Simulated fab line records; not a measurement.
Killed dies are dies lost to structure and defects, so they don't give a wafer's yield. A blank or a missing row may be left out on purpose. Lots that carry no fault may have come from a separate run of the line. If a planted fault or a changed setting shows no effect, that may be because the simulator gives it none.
One fault through the eyes of 2 desks -- flow gf180mcu -- numbers are kept per desk, each desk with only its own; the story behind them comes last

## THE METROLOGY DESK
Means of the sampled wafers that have a number, per lot and without regard to the tool the lot ran on: this is what the gauges read. Any lot whose mean is over 4 standard deviations away from the usual mean is out of limits and marked OUT; that distance is given in the brackets.
Columns: A = V4_W_RS at GF_V4_RS_MEAS_24, usual 0.325 ohm/sq; B = V4_W_THK at GF_V4_THK_MEAS_25, usual 360 nm
lot,first seen here,A,B
L926,day 24 09:50,0.311,375
L929,day 25 12:21,0.328,358
L936,day 27 18:46,0.321,361
L938,day 28 06:43,0.322,366
L945,day 30 06:30,0.314,375
L947,day 31 00:17,0.333,349
This desk found nothing out of limits on any of the 6 lots.

## FOR THE TOOL OWNER'S DESK: pvd-sputter-04
The tool's own readings at GF_MIM_SPUTTER_01 (material TiN, target thk 30 nm, time 25 s): means of the sampled wafers that have a number, for each lot that ran on this tool. Any lot whose mean is over 4 standard deviations away from the usual mean is out of limits and marked OUT; that distance is given in the brackets.
Columns: A = cathode-dc-power-W at GF_MIM_SPUTTER_01, usual 6500.1 W; B = throttle-valve-pct at GF_MIM_SPUTTER_01, usual 30.0 %
lot,first seen here,A,B
L926,day 24 10:24,6500.3,29.9
L936,day 27 19:20,6211.3 (-99 or more) OUT,30.0
L938,day 28 07:18,6210.4 (-99 or more) OUT,30.0
This desk's finding: out of limits on L936, L938; first on L936, day 27 19:20 (cathode-dc-power-W at GF_MIM_SPUTTER_01). Within limits: L926.

## TAKEN TOGETHER
At day 27 19:20, on L936, L938, the tool owner's desk was in a position to raise an alarm.
Metrology desk: nothing out of limits seen.
The metrology desk holds a record of L936, L938, inside its limits.
The lots listed all ran GF_MIM_SPUTTER_01 on pvd-sputter-04.

## WHAT WAS PUT IN BY THE SIMULATOR
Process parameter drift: pvd-sputter-04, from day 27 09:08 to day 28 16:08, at GF_MIM_SPUTTER_01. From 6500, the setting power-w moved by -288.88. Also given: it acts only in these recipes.
Lots struck among those shown: L936, L938.
Time in hours from fault onset to the first out-of-limits reading at each desk: the tool owner's desk, 10.
